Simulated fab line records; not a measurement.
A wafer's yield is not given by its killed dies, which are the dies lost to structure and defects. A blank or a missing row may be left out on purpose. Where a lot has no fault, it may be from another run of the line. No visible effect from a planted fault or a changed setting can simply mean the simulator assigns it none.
fab line records -- flow sky130
record lots=15, wafers=45, last-day=50
route steps=708 shown FIELD_ISO@15 VT_ADJUST_HVTR@139 CONTACT@429 VIA1@472
lots with no fault: from the same line, run without faults
start-h: start of the lot's first displayed wafer, in hours after the record's first day -- wait-h: time in hours since the lot's previous step -- " as in the row above -- L1.1+2: a row that stands for several wafers -- - either no value or no given start -- * or withheld: withheld -- < > ~ a bound
route shown NAME@n: NAME is a module with steps in the file, n the number in the route of the first one -- usual: mean/standard deviation of fault-free wafers -- same: alike in all rows -- chamber/n: place in a boat -- sites: per-site readings -- _std_site: the standard deviation of these -- _edge_site: the outer-site mean with the inner-site mean subtracted -- radius-mm: for every site, how far away it sits from the centre of the wafer -- mask NAME#n: copy n -- behind: the most recent tool/chamber to have shaped the wafer -- hold: cause of the lot's hold/its duration in hours/its outcome -- device: which transistor (n, p or np) failed to switch -- end of line: at the end of the route, the tests of the same wafers -- where a step has no rows: the recipe by itself -- killed: the dies lost at the first sort to structure and to defects; this is not the yield of the wafer -- map: the dies of a wafer, with x for killed, . for not killed, _ for no die there
set.NAME: the setting that was run; set.NAME@STEP: the one run at that earlier step -- model.NAME: the simulator's own value behind a step, which no gauge read
a sample of lots followed through the steps of the route, with each step as a table and each wafer as a row
services: when a tool's chamber went out of use (start-h, in hours from the record's first day, below 0 if earlier), for how many hours, and the reason
## steps
# step SKY_FIELD_ISO_ETCH_14
# recipe chemistry=N2/H2, target=BARC, ion-energy-ev=200, source-w=500, bias-w=100, pressure-mtorr=30, n2-flow-sccm=100, h2-flow-sccm=200, stop-on=SiO2, time-s=45.9, target-depth-a=600
# usual bias-w=100.0/0.31, chamber-pressure-mTorr=30.002/0.024, drypump-motor-current-A=5.9/0.49, h2-flow-sccm=199.9/0.63, oes-product-au=0.856/0.0044, rf-fwd-power-W=494.3/2.5, throttle-valve-pct=13.226/0.0092
lot.wafer,tool,chamber,start-h,wait-h,bias-w,chamber-pressure-mTorr,drypump-motor-current-A,h2-flow-sccm,oes-product-au,rf-fwd-power-W,rf-hours-counter-h,throttle-valve-pct
L508.1,rie-diel-04,3,29.09,0.1,99.4,30.021,6.1,200.3,0.846,491.0,156,13.233
L508.2,rie-diel-04,0,29.09,0.1,100.0,30.037,5.5,199.8,0.853,490.2,133,13.230
L508.6,rie-diel-04,0,29.09,0.1,100.2,29.975,5.6,199.5,0.858,488.7,-,13.207
L510.2,rie-diel-01,2,39.68,0.1,100.0,30.028,6.5,200.5,0.863,497.8,10,13.215
L510.3,rie-diel-01,0,39.68,0.1,100.3,29.974,6.4,200.1,0.855,491.0,20,13.239
L510.4,rie-diel-01,1,39.68,0.1,99.8,30.001,5.7,199.9,0.851,497.2,93,13.237
L511.2,rie-diel-04,2,45.18,0.1,100.1,30.026,5.3,200.4,0.853,496.4,39,13.224
L511.4,rie-diel-04,1,45.18,0.1,99.8,30.002,6.2,200.1,0.854,496.9,-,13.227
L511.5,rie-diel-04,0,45.18,0.1,100.0,30.006,5.5,200.1,0.858,490.8,-,13.222
L515.1,rie-diel-01,1,64.50,0.1,100.0,30.005,5.7,199.2,0.852,493.5,94,13.225
L515.3,rie-diel-01,2,64.50,0.1,99.5,29.956,6.6,199.5,0.853,495.6,10,13.215
L515.4,rie-diel-01,3,64.50,0.1,100.2,29.980,5.4,200.3,0.856,494.1,141,13.247
L517.1,rie-diel-04,3,78.54,0.1,100.0,30.013,6.1,199.7,0.852,494.8,157,13.230
L517.2,rie-diel-04,0,78.54,0.1,100.5,30.022,5.6,200.1,0.847,493.3,133,13.220
L517.6,rie-diel-04,1,78.54,0.1,100.0,29.993,6.2,200.0,0.853,498.4,-,13.228
L518.1,rie-diel-04,0,81.45,0.1,100.1,29.993,5.5,200.1,0.856,491.0,134,13.224
L518.4,rie-diel-04,2,81.45,0.1,99.7,29.985,5.4,199.8,0.860,497.4,40,13.221
L518.5,rie-diel-04,1,81.45,0.1,100.4,30.028,6.2,199.9,0.853,497.4,-,13.237
L519.1,rie-diel-01,0,89.45,0.1,100.1,29.998,6.4,199.3,0.860,493.0,21,13.213
L519.4,rie-diel-01,2,89.45,0.1,99.6,30.037,6.5,199.5,0.852,498.3,10,13.228
L519.5,rie-diel-01,1,89.45,0.1,100.1,29.989,5.7,199.6,0.852,496.8,-,13.216
L520.1,rie-diel-04,0,93.88,0.1,100.2,30.016,5.5,199.8,0.853,491.4,134,13.222
L520.3,rie-diel-04,1,93.88,0.1,99.9,30.018,6.2,201.1,0.856,499.3,93,13.232
L520.6,rie-diel-04,3,93.88,0.1,99.7,29.999,6.1,200.4,0.861,489.7,-,13.216
L521.1,rie-diel-03,2,96.94,0.1,99.8,30.021,4.8,201.0,0.857,496.5,136,13.219
L521.4,rie-diel-03,0,96.94,0.1,100.0,29.960,5.6,201.7,0.851,494.1,103,13.221
L521.5,rie-diel-03,3,96.94,0.1,100.1,30.029,6.5,199.5,0.854,490.9,-,13.230
L522.1,rie-diel-04,1,101.53,0.1,-,-,-,-,-,-,-,-
L522.2,rie-diel-04,3,101.53,0.1,-,-,-,-,-,-,-,-
L522.6,rie-diel-04,3,101.53,0.1,-,-,-,-,-,-,-,-
L523.2,rie-diel-01,2,108.95,0.1,-,-,-,-,-,-,-,-
L523.3,rie-diel-01,0,108.95,0.1,-,-,-,-,-,-,-,-
L523.5,rie-diel-01,1,108.95,0.1,-,-,-,-,-,-,-,-
L524.1,rie-diel-03,1,116.25,0.1,-,-,-,-,-,-,-,-
L524.2,rie-diel-03,2,116.25,0.1,-,-,-,-,-,-,-,-
L524.5,rie-diel-03,1,116.25,0.1,-,-,-,-,-,-,-,-
L527.1,rie-diel-03,0,130.85,0.1,99.7,29.992,5.6,200.3,0.863,493.8,104,13.211
L527.2,rie-diel-03,3,130.85,0.1,100.2,30.010,6.5,200.2,0.855,494.7,14,13.228
L527.3,rie-diel-03,1,130.85,0.1,99.9,30.017,5.7,200.2,0.858,498.3,86,13.246
L530.1,rie-diel-01,1,143.70,0.1,100.5,30.004,5.7,200.3,0.853,496.6,95,13.211
L530.3,rie-diel-01,2,143.70,0.1,100.2,30.018,6.6,199.6,0.853,497.2,11,13.231
L530.5,rie-diel-01,1,143.70,0.1,100.5,30.023,5.7,200.2,0.852,496.7,-,13.221
L531.3,rie-diel-01,0,149.43,0.1,99.9,30.059,6.4,200.5,0.862,495.4,22,13.219
L531.4,rie-diel-01,2,149.43,0.1,100.4,30.002,6.5,198.7,0.854,497.8,11,13.234
L531.5,rie-diel-01,1,149.43,0.1,99.9,30.037,5.7,199.2,0.857,496.6,-,13.223
# step SKY_FIELD_ISO_ETCH_15
# recipe chemistry=CHF3/O2, target-depth-nm=180, stop-on=Si, source-w=600, bias-w=200, pressure-mtorr=40, chf3-flow-sccm=50, O2_flow_sccm=5, time-s=72
# usual O2_flow_sccm=4.999/0.014, bias-w=199.9/0.54, drypump-motor-current-A=5.8/0.49, oes-product-au=0.944/0.0068, rf-fwd-power-W=595.3/2.6, throttle-valve-pct=8.843/0.0088
lot.wafer,tool,chamber,start-h,wait-h,O2_flow_sccm,bias-w,drypump-motor-current-A,oes-product-au,rf-fwd-power-W,rf-hours-counter-h,throttle-valve-pct
L508.1,rie-diel-04,3,29.13,0.0,5.009,199.6,6.1,0.943,593.9,156,8.836
L508.2,rie-diel-04,0,29.13,0.0,4.995,200.1,5.5,0.958,595.0,133,8.830
L508.6,rie-diel-04,0,29.13,0.0,5.001,198.9,5.5,0.941,591.2,-,8.856
L510.2,rie-diel-01,2,39.73,0.0,4.990,199.7,6.6,0.936,598.4,10,8.843
L510.3,rie-diel-01,0,39.73,0.0,4.993,199.6,6.4,0.946,596.2,20,8.847
L510.4,rie-diel-01,1,39.73,0.0,5.028,200.0,5.7,0.948,594.2,93,8.850
L511.2,rie-diel-04,2,45.23,0.0,5.004,200.6,5.3,0.945,596.8,39,8.851
L511.4,rie-diel-04,1,45.23,0.0,5.006,200.2,6.2,0.938,599.9,-,8.849
L511.5,rie-diel-04,0,45.23,0.0,5.001,199.6,5.5,0.949,589.7,-,8.837
L515.1,rie-diel-01,1,64.54,0.0,4.998,199.8,5.7,0.945,598.5,94,8.845
L515.3,rie-diel-01,2,64.54,0.0,5.001,199.9,6.6,0.945,596.2,10,8.846
L515.4,rie-diel-01,3,64.54,0.0,4.999,199.3,5.4,0.950,594.2,141,8.842
L517.1,rie-diel-04,3,78.58,0.0,4.996,200.3,6.1,0.926,592.2,157,8.832
L517.2,rie-diel-04,0,78.58,0.0,4.990,199.6,5.5,0.951,591.4,134,8.832
L517.6,rie-diel-04,1,78.58,0.0,4.983,199.9,6.2,0.938,597.5,-,8.845
L518.1,rie-diel-04,0,81.49,0.0,4.985,199.9,5.5,0.938,594.0,134,8.829
L518.4,rie-diel-04,2,81.49,0.0,5.001,199.4,5.3,0.951,597.0,40,8.841
L518.5,rie-diel-04,1,81.49,0.0,4.993,198.7,6.2,0.945,595.9,-,8.836
L519.1,rie-diel-01,0,89.49,0.0,4.985,199.7,6.4,0.947,596.0,21,8.862
L519.4,rie-diel-01,2,89.49,0.0,4.997,200.0,6.5,0.951,597.9,10,8.833
L519.5,rie-diel-01,1,89.49,0.0,5.026,200.1,5.7,0.951,597.0,-,8.848
L520.1,rie-diel-04,0,93.93,0.0,5.019,199.1,5.5,0.952,593.4,134,8.838
L520.3,rie-diel-04,1,93.93,0.0,5.011,199.9,6.2,0.940,598.0,93,8.853
L520.6,rie-diel-04,3,93.93,0.0,4.999,200.5,6.1,0.941,592.5,-,8.842
L521.1,rie-diel-03,2,96.98,0.0,4.993,199.1,4.9,0.944,597.8,136,8.833
L521.4,rie-diel-03,0,96.98,0.0,5.010,200.1,5.6,0.941,595.8,103,8.840
L521.5,rie-diel-03,3,96.98,0.0,5.020,199.8,6.5,0.927,599.2,-,8.833
L522.1,rie-diel-04,1,101.58,0.0,4.997,199.9,6.2,0.374,596.4,94,8.669
L522.2,rie-diel-04,3,101.58,0.0,4.977,200.8,6.1,0.379,591.4,157,8.671
L522.6,rie-diel-04,3,101.58,0.0,4.994,200.4,6.1,0.376,593.9,-,8.678
L523.2,rie-diel-01,2,108.99,0.0,4.981,200.2,6.5,0.383,596.9,11,8.674
L523.3,rie-diel-01,0,108.99,0.0,4.992,199.8,6.4,0.380,594.8,22,8.660
L523.5,rie-diel-01,1,108.99,0.0,4.987,199.8,5.6,0.367,595.8,-,8.675
L524.1,rie-diel-03,1,116.29,0.0,4.983,199.4,5.7,0.378,594.3,86,8.664
L524.2,rie-diel-03,2,116.29,0.0,4.985,198.8,4.8,0.380,594.8,136,8.684
L524.5,rie-diel-03,1,116.29,0.0,5.005,200.4,5.7,0.371,597.9,-,8.673
L527.1,rie-diel-03,0,130.89,0.0,4.993,200.2,5.6,0.957,594.2,104,8.854
L527.2,rie-diel-03,3,130.89,0.0,5.013,200.2,6.5,0.940,596.4,14,8.849
L527.3,rie-diel-03,1,130.89,0.0,4.993,200.0,5.6,0.945,592.5,86,8.850
L530.1,rie-diel-01,1,143.74,0.0,4.987,200.5,5.7,0.937,596.6,95,8.836
L530.3,rie-diel-01,2,143.74,0.0,4.987,200.1,6.6,0.953,595.9,11,8.839
L530.5,rie-diel-01,1,143.74,0.0,4.991,200.5,5.7,0.951,599.0,-,8.850
L531.3,rie-diel-01,0,149.48,0.0,4.987,200.7,6.5,0.945,594.2,22,8.847
L531.4,rie-diel-01,2,149.48,0.0,4.976,201.4,6.6,0.945,596.7,11,8.855
L531.5,rie-diel-01,1,149.48,0.0,4.994,199.5,5.7,0.946,599.3,-,8.837
# step SKY_FIELD_ISO_STRIP_16
# recipe chemistry=O2/N2, power-w=1400, pressure-mtorr=1500, platen-temp-c=withheld, o2-flow-sccm=3000, n2-flow-sccm=300, overash-fraction=0.5
# usual drypump-motor-current-A=5.6/0.39, oes-product-au=0.378/0.0043, strip-time-to-endpoint-s=3.56/0.044
lot.wafer,tool,chamber,start-h,wait-h,drypump-motor-current-A,oes-product-au,rf-hours-counter-h,strip-time-to-endpoint-s
L508.1,plasma-asher-02,1,29.19,0.0,5.5,0.385,22,3.55
L508.2,plasma-asher-02,0,29.19,0.0,5.8,0.370,22,3.57
L508.6,plasma-asher-02,0,29.19,0.0,5.8,0.383,-,3.56
L510.2,plasma-asher-02,1,39.78,0.0,5.4,0.372,23,3.53
L510.3,plasma-asher-02,1,39.78,0.0,5.5,0.379,-,3.62
L510.4,plasma-asher-02,0,39.78,0.0,5.9,0.381,-,3.52
L511.2,plasma-asher-02,0,45.28,0.0,5.8,0.377,23,3.52
L511.4,plasma-asher-02,1,45.28,0.0,5.5,0.374,-,3.54
L511.5,plasma-asher-02,0,45.28,0.0,5.9,0.374,-,3.54
L515.1,plasma-asher-02,0,64.60,0.0,5.8,0.380,25,3.52
L515.3,plasma-asher-02,1,64.60,0.0,5.4,0.389,-,3.53
L515.4,plasma-asher-02,0,64.60,0.0,5.9,0.383,-,3.62
L517.1,plasma-asher-01,0,78.64,0.0,5.2,0.377,39,3.57
L517.2,plasma-asher-01,1,78.64,0.0,5.2,0.383,39,3.56
L517.6,plasma-asher-01,1,78.64,0.0,5.2,0.377,-,3.50
L518.1,plasma-asher-02,0,81.55,0.0,5.9,0.380,27,3.58
L518.4,plasma-asher-02,0,81.55,0.0,5.9,0.374,-,3.52
L518.5,plasma-asher-02,0,81.55,0.0,5.9,0.376,-,3.50
L519.1,plasma-asher-01,0,89.55,0.0,5.2,0.382,41,3.61
L519.4,plasma-asher-01,1,89.55,0.0,5.2,0.379,-,3.55
L519.5,plasma-asher-01,1,89.55,0.0,5.2,0.381,-,3.49
L520.1,plasma-asher-02,1,93.98,0.0,5.5,0.378,28,3.57
L520.3,plasma-asher-02,1,93.98,0.0,5.4,0.375,-,3.54
L520.6,plasma-asher-02,0,93.98,0.0,5.9,0.378,-,3.57
L521.1,plasma-asher-01,0,97.04,0.0,5.3,0.380,41,3.52
L521.4,plasma-asher-01,1,97.04,0.0,5.2,0.384,-,3.58
L521.5,plasma-asher-01,1,97.04,0.0,5.2,0.387,-,3.63
L522.1,plasma-asher-03,1,101.63,0.0,6.5,0.399,42,3.95
L522.2,plasma-asher-03,0,101.63,0.0,5.9,0.398,42,4.01
L522.6,plasma-asher-03,1,101.63,0.0,6.5,0.397,-,4.02
L523.2,plasma-asher-02,1,109.05,0.0,5.5,0.400,29,4.01
L523.3,plasma-asher-02,1,109.05,0.0,5.4,0.397,-,4.03
L523.5,plasma-asher-02,1,109.05,0.0,5.5,0.400,-,4.00
L524.1,plasma-asher-01,1,116.35,0.0,5.2,0.396,42,4.05
L524.2,plasma-asher-01,0,116.35,0.0,5.2,0.396,42,3.99
L524.5,plasma-asher-01,1,116.35,0.0,5.1,0.396,-,4.05
L527.1,plasma-asher-03,1,130.95,0.0,6.5,0.376,1,3.51
L527.2,plasma-asher-03,0,130.95,0.0,5.9,0.381,1,3.61
L527.3,plasma-asher-03,0,130.95,0.0,5.9,0.382,-,3.59
L530.1,plasma-asher-02,1,143.80,0.0,5.4,0.382,33,3.52
L530.3,plasma-asher-02,0,143.80,0.0,5.8,0.373,-,3.59
L530.5,plasma-asher-02,1,143.80,0.0,5.4,0.375,-,3.53
L531.3,plasma-asher-03,0,149.57,0.1,5.8,0.373,-,3.58
L531.4,plasma-asher-03,1,149.57,0.1,6.5,0.375,-,3.57
L531.5,plasma-asher-03,1,149.57,0.1,6.5,0.372,-,3.49
# step SKY_VT_ADJUST_HVTR_OVL_MEAS_08
# usual VT_ADJUST_HVTR_OVL=-0.3/1.7
lot.wafer,tool,chamber,start-h,wait-h,VT_ADJUST_HVTR_OVL[nm]
L508.1,overlay-02,-,200.46,0.1,-0.8
L508.2,overlay-02,-,200.46,0.1,-1.3
L508.6,overlay-02,-,200.46,0.1,-2.2
L510.2,overlay-01,-,219.36,0.1,1.1
L510.3,overlay-01,-,219.36,0.1,1.8
L510.4,overlay-01,-,219.36,0.1,1.1
L511.2,overlay-02,-,223.81,0.1,0.1
L511.4,overlay-02,-,223.81,0.1,-2.3
L511.5,overlay-02,-,223.81,0.1,-0.5
L515.1,overlay-01,-,253.36,0.1,0.2
L515.3,overlay-01,-,253.36,0.1,1.2
L515.4,overlay-01,-,253.36,0.1,1.1
L517.1,overlay-01,-,272.79,0.1,-2.7
L517.2,overlay-01,-,272.79,0.1,1.3
L517.6,overlay-01,-,272.79,0.1,-2.1
L518.1,overlay-02,-,278.44,0.1,-0.4
L518.4,overlay-02,-,278.44,0.1,0.2
L518.5,overlay-02,-,278.44,0.1,-0.5
L519.1,overlay-01,-,293.74,0.1,-2.7
L519.4,overlay-01,-,293.74,0.1,-3.0
L519.5,overlay-01,-,293.74,0.1,-1.2
L520.1,overlay-02,-,295.89,0.1,-1.6
L520.3,overlay-02,-,295.89,0.1,-0.1
L520.6,overlay-02,-,295.89,0.1,0.0
L521.1,overlay-02,-,305.14,0.1,3.0
L521.4,overlay-02,-,305.14,0.1,1.4
L521.5,overlay-02,-,305.14,0.1,2.6
L527.1,overlay-01,-,348.35,0.1,-1.0
L527.2,overlay-01,-,348.35,0.1,0.1
L527.3,overlay-01,-,348.35,0.1,1.8
L530.1,overlay-02,-,387.09,0.1,-3.6
L530.3,overlay-02,-,387.09,0.1,-2.8
L530.5,overlay-02,-,387.09,0.1,-1.9
L531.3,overlay-02,-,387.40,0.1,2.6
L531.4,overlay-02,-,387.40,0.1,1.9
L531.5,overlay-02,-,387.40,0.1,1.2
# step SKY_CONTACT_SPUTTER_23
# recipe material=TiN, target-thk-nm=20, chamber-pressure-pa=5, power-w=4000, time-s=80
# usual throttle-valve-pct=29.8/1.3
lot.wafer,tool,chamber,start-h,wait-h,throttle-valve-pct
L508.1,pvd-sputter-02,-,733.13,0.0,28.4
L508.2,pvd-sputter-02,-,733.13,0.0,27.9
L508.6,pvd-sputter-02,-,733.13,0.0,29.1
L510.2,pvd-sputter-01,-,748.21,0.0,32.1
L510.3,pvd-sputter-01,-,748.21,0.0,29.2
L510.4,pvd-sputter-01,-,748.21,0.0,31.3
L511.2,pvd-sputter-03,-,761.69,0.0,29.5
L511.4,pvd-sputter-03,-,761.69,0.0,31.7
L511.5,pvd-sputter-03,-,761.69,0.0,29.5
L515.1,pvd-sputter-03,-,797.20,0.0,30.0
L515.3,pvd-sputter-03,-,797.20,0.0,29.8
L515.4,pvd-sputter-03,-,797.20,0.0,31.5
L517.1,pvd-sputter-03,-,808.21,0.0,28.4
L517.2,pvd-sputter-03,-,808.21,0.0,29.7
L517.6,pvd-sputter-03,-,808.21,0.0,31.3
L518.1,pvd-sputter-01,-,815.79,0.0,31.1
L518.4,pvd-sputter-01,-,815.79,0.0,28.2
L518.5,pvd-sputter-01,-,815.79,0.0,31.1
L520.1,pvd-sputter-01,-,830.61,0.0,28.1
L520.3,pvd-sputter-01,-,830.61,0.0,29.1
L520.6,pvd-sputter-01,-,830.61,0.0,28.1
L519.1,pvd-sputter-03,-,836.90,0.0,29.7
L519.4,pvd-sputter-03,-,836.90,0.0,28.4
L519.5,pvd-sputter-03,-,836.90,0.0,29.7
L521.1,pvd-sputter-03,-,848.60,0.0,29.7
L521.4,pvd-sputter-03,-,848.60,0.0,30.3
L521.5,pvd-sputter-03,-,848.60,0.0,30.1
L527.1,pvd-sputter-03,-,887.25,0.0,28.4
L527.2,pvd-sputter-03,-,887.25,0.0,31.2
L527.3,pvd-sputter-03,-,887.25,0.0,30.0
L531.3,pvd-sputter-01,-,921.65,0.0,29.1
L531.4,pvd-sputter-01,-,921.65,0.0,32.0
L531.5,pvd-sputter-01,-,921.65,0.0,28.2
L530.1,pvd-sputter-02,-,922.00,0.0,28.3
L530.3,pvd-sputter-02,-,922.00,0.0,29.0
L530.5,pvd-sputter-02,-,922.00,0.0,29.3
# step SKY_VIA1_ETCH_14
# recipe chemistry=N2/H2, target=BARC, ion-energy-ev=200, source-w=500, bias-w=100, pressure-mtorr=30, n2-flow-sccm=100, h2-flow-sccm=200, stop-on=SiO2, time-s=45.9, target-depth-a=600
# usual bias-w=100.00/0.3, chamber-pressure-mTorr=29.997/0.03, drypump-motor-current-A=5.7/0.59, h2-flow-sccm=199.9/0.56, oes-product-au=0.860/0.0045, rf-fwd-power-W=495.0/1.9, throttle-valve-pct=13.226/0.009
lot.wafer,tool,chamber,start-h,wait-h,bias-w,chamber-pressure-mTorr,drypump-motor-current-A,h2-flow-sccm,oes-product-au,rf-fwd-power-W,rf-hours-counter-h,throttle-valve-pct
L508.1,rie-diel-02,2,791.84,0.0,99.89,29.985,5.2,198.5,0.856,493.6,5,13.215
L508.2,rie-diel-02,1,791.84,0.0,100.15,30.019,5.9,200.5,0.861,496.7,10,13.241
L508.6,rie-diel-02,0,791.84,0.0,100.05,29.992,5.2,199.6,0.861,496.2,-,13.219
L510.2,rie-diel-03,1,804.66,0.0,100.29,30.002,5.7,200.1,0.869,495.5,9,13.218
L510.3,rie-diel-03,0,804.66,0.0,100.10,29.997,5.6,200.1,0.866,493.5,10,13.222
L510.4,rie-diel-03,3,804.66,0.0,100.28,30.008,6.5,199.8,0.860,493.8,30,13.231
L511.2,rie-diel-02,1,816.64,0.0,100.33,29.977,5.9,199.4,0.859,496.6,11,13.235
L511.4,rie-diel-02,0,816.64,0.0,99.93,30.026,5.2,199.7,0.854,494.8,13,13.241
L511.5,rie-diel-02,2,816.64,0.0,100.16,30.043,5.2,200.0,0.855,490.9,-,13.219
L515.1,rie-diel-03,2,852.73,0.0,99.51,29.949,4.8,200.2,0.863,497.8,15,13.234
L515.3,rie-diel-03,3,852.73,0.0,99.87,30.018,6.5,200.5,0.863,494.4,32,13.249
L515.4,rie-diel-03,3,852.73,0.0,99.90,30.026,6.5,200.9,0.863,494.2,-,13.224
L517.1,rie-diel-01,3,863.75,0.0,99.82,29.956,5.4,200.8,0.861,496.3,13,13.232
L517.2,rie-diel-01,1,863.75,0.0,99.90,30.034,5.7,200.3,0.861,494.1,8,13.240
L517.6,rie-diel-01,3,863.75,0.0,100.29,29.972,5.4,200.2,0.859,495.9,-,13.232
L518.1,rie-diel-03,3,870.48,0.0,99.62,29.973,6.5,199.9,0.862,493.6,33,13.221
L518.4,rie-diel-03,2,870.48,0.0,100.37,30.018,4.8,200.7,0.865,499.2,-,13.229
L518.5,rie-diel-03,0,870.48,0.0,100.15,29.986,5.5,199.2,0.860,493.6,-,13.232
L520.1,rie-diel-03,2,885.38,0.0,100.10,29.971,4.8,200.2,0.861,496.2,17,13.227
L520.3,rie-diel-03,3,885.38,0.0,100.75,30.001,6.5,200.2,0.858,495.2,33,13.232
L520.6,rie-diel-03,0,885.38,0.0,99.71,29.983,5.6,199.9,0.866,495.9,-,13.213
L519.1,rie-diel-03,2,892.29,0.0,100.03,29.953,4.9,200.7,0.863,494.5,17,13.211
L519.4,rie-diel-03,2,892.29,0.0,100.12,30.011,4.8,199.6,0.859,497.1,-,13.220
L519.5,rie-diel-03,0,892.29,0.0,99.53,29.986,5.6,200.2,0.864,495.8,-,13.238
L521.1,rie-diel-01,3,903.04,0.0,99.79,29.996,5.4,200.2,0.858,492.7,14,13.231
L521.4,rie-diel-01,2,903.04,0.0,100.02,30.036,6.5,199.0,0.864,495.0,0,13.225
L521.5,rie-diel-01,2,903.04,0.0,100.14,30.005,6.5,199.8,0.853,496.1,-,13.213
L527.1,rie-diel-01,0,940.58,0.0,99.68,30.022,6.4,199.4,0.857,493.4,3,13.224
L527.2,rie-diel-01,2,940.58,0.0,99.93,30.018,6.6,200.0,0.863,496.8,1,13.230
L527.3,rie-diel-01,3,940.58,0.0,99.92,29.961,5.4,199.7,0.866,493.2,15,13.234
L531.3,rie-diel-02,0,973.33,0.0,100.44,30.015,5.2,200.0,0.860,498.3,18,13.214
L531.4,rie-diel-02,1,973.33,0.0,99.98,30.017,6.0,201.2,0.858,498.5,15,13.219
L531.5,rie-diel-02,3,973.33,0.0,100.18,29.982,6.4,199.8,0.864,494.9,-,13.235
L530.1,rie-diel-01,1,974.03,0.0,99.46,30.010,5.7,200.1,0.862,496.3,11,13.224
L530.3,rie-diel-01,0,974.03,0.0,99.89,29.998,6.5,200.2,0.863,490.8,4,13.228
L530.5,rie-diel-01,0,974.03,0.0,99.62,29.934,6.4,200.6,0.859,491.0,-,13.234
## services
tool,chamber,start-h,hours,kind
rie-diel-04,3,44.07,1.6,repair
rie-diel-01,-,73.08,0.6,repair
rie-diel-01,3,102.30,13.4,repair
rie-diel-01,-,126.79,0.9,repair
rie-diel-01,2,200.47,2.8,repair
rie-diel-01,2,257.11,2.7,repair
rie-diel-04,3,292.26,9.9,repair
rie-diel-01,0,307.99,43.6,repair
rie-diel-01,-,371.41,0.8,repair
rie-diel-04,1,390.74,4.7,repair
rie-diel-01,1,399.77,2.3,repair
rie-diel-01,0,412.26,30.4,repair
rie-diel-01,2,413.36,4.4,repair
rie-diel-01,0,452.80,4.7,repair
rie-diel-01,-,459.94,14.6,pm
rie-diel-04,3,505.87,12.1,repair
rie-diel-01,1,581.46,2.2,repair
rie-diel-04,0,586.49,5.0,repair
rie-diel-01,2,617.15,18.3,repair
rie-diel-01,-,631.06,2.8,pm
rie-diel-04,3,653.81,15.8,repair
rie-diel-04,0,664.25,4.0,repair
rie-diel-04,1,666.64,1.3,repair
rie-diel-04,-,704.10,2.8,pm
## key
first-sign step=SKY_FIELD_ISO_ETCH_14, reading=tool-record, direction=missing
effect step=SKY_FIELD_ISO_ETCH_15, reading=oes-product-au, direction=down, sigmas=84, usual=0.944, struck=0.376
effect step=SKY_FIELD_ISO_STRIP_16, reading=strip-time-to-endpoint-s, direction=up, sigmas=10, usual=*, struck=*
met-at SKY_FIELD_ISO_ETCH_14
struck-lots L522,L523,L524
later-rows-left-out L522.1,L522.2,L522.6,L523.2,L523.3,L523.5,L524.1,L524.2,L524.5
sort-left-out L522.1,L522.2,L522.6,L523.2,L523.3,L523.5,L524.1,L524.2,L524.5
tester-left-out L522,L523,L524
not-acting-at SKY_VT_ADJUST_HVTR_OVL_MEAS_08,SKY_CONTACT_SPUTTER_23,SKY_VIA1_ETCH_14
onset-between 96.94 101.53
fault kind=skipped-step-whole, tool=rie-diel-01,rie-diel-03,rie-diel-04, chamber=-, onset-h=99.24, steps=SKY_FIELD_ISO_ETCH_14, scope=struck-lots-only
# tester-left-out: of these lots the tester's yield and bins aren't shown, on N5 and GAA mostly nor the transistor test; their killed dies are dies lost to structure and defects alone, not to doping, threshold or leakage, so they don't give the yield
# sort-left-out: the simulated sort isn't trusted on such a fault, so these wafers' sort isn't shown, and their yield isn't known
# later-rows-left-out: the simulator's readings of these wafers behind a module that went badly wrong aren't trusted and aren't shown, but for the sort
